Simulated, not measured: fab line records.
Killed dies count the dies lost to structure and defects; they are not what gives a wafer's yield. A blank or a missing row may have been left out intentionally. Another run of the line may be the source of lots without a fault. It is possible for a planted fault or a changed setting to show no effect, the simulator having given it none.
A struck lot beside a sound one -- flow sky130 -- 15 out of 708 route steps
Sound: the wafers L611.2, L611.4, L611.6. Struck: wafer L615.6 (left out: L615.4, a lot-mate that was not struck); the cause follows at the end.
For every step that has rows: the tool of each side, followed by ch and its chambers, followed by its first start. Under that, the readings that differ: sound wafers -- struck wafers -- difference of the means -- sigmas: that difference in standard deviations of wafers without a fault.
alike: readings with means less than 2 such deviations apart, plus words and numbers identical on both sides. not compared: withheld readings, readings lacking a value on some wafer, bounds such as >300 that could conceal the same value, and numbers that have no deviation in the record and whose values overlap.
A row with sigmas, a row that says differs or no value, or rows on one side alone: a step with any of these is where the two part. Non-overlapping numbers with no deviation appear without sigmas and do not part them. Lack of a reading on every wafer of one side parts them only where that side has two or more wafers.

first, 2 steps without rows for these wafers: SKY_LDD_LDN_IMPLANT_10; SKY_LDD_LDN_IMPLANT_11.
SKY_LDD_LDN_STRIP_12: strips in O2/N2.
  sound on plasma asher-01 ch 0,1, day 28 06:53; struck on plasma asher-01 ch 0, day 29 01:52
  alike: chamber pressure mTorr, drypump motor current A, oes product au, strip time to endpoint s
  not compared: rf hours counter h
SKY_LDD_LDN_TW_MEAS_13:
  struck on film metro-04, day 29 01:58; sound on film metro-01, day 28 07:00
  alike: LDD_LDN_TW
then, 2 steps without rows for these wafers: SKY_LDD_LDN_CLEAN_14 (cleans in SC1/SC2, time 150 s); SKY_SPACER_CVD_00 (deposits Si3N4 from DCS/NH3, target thk 43.1 nm, time 740 s).
SKY_SPACER_THK_MEAS_01:
  struck on film metro-02, day 29 05:10; sound on film metro-03, day 28 09:58
  alike: SPACER_CVD_00_THK
SKY_SPACER_ETCHBACK_02: etches Si3N4 in CH3F/O2, stops on SiO2, time 46.7 s, target depth 45 nm.
  sound on rie diel-01 ch 1,2,3, day 28 10:01; struck on rie diel-04 ch 0, day 29 05:11
  alike: ch3f flow sccm, chamber pressure mTorr, drypump motor current A, oes product au, throttle valve pct
  not compared: rf hours counter h
then, 4 steps without rows for these wafers: SKY_POLY_CUT_DEHYDRATE_00 (time 60 s); SKY_POLY_CUT_HMDS_01 (prime time 60 s); SKY_POLY_CUT_COAT_02 (resist thk 60 nm); SKY_POLY_CUT_COAT_03 (resist thk 450 nm).
SKY_POLY_CUT_SOFTBAKE_04: time 90 s.
  sound on litho track-03 ch 0, day 28 23:00; struck on litho track-03 ch 0, day 29 20:00
reading,sound,struck,difference,sigmas
run length s (s),119.05 119.24 119.08,122.87,+3.75,+29
  alike: resist line temp C
then, 1 step without rows for these wafers: SKY_POLY_CUT_EXPOSE_05 (exposes mask NPCM, target cd 270 nm).
-- here the record skips 20 days between the struck wafers' starts before and after, leaving off in module POLY_CUT and picking up in module PAD_OPEN (first step shown: number 708 of the route) --
SKY_PAD_OPEN_PROBE_99:
  struck on prober-01, day 49 22:38; sound on prober-02, day 49 09:58
reading,sound,struck,difference,sigmas
killed_at_M0_to_M3,54 49 45,31,-18,-2
  alike: killed_at_M4_up, killed at contacts, killed at front end, killed at other, killed dies, killed open, killed short

WHERE THEY PART
Earliest at SKY_POLY_CUT_SOFTBAKE_04; latest, in this record, at SKY_PAD_OPEN_PROBE_99.

WHY: what the simulator had put in
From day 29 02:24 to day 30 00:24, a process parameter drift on litho track-03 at SKY_POLY_CUT_SOFTBAKE_04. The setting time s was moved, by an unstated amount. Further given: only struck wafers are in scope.
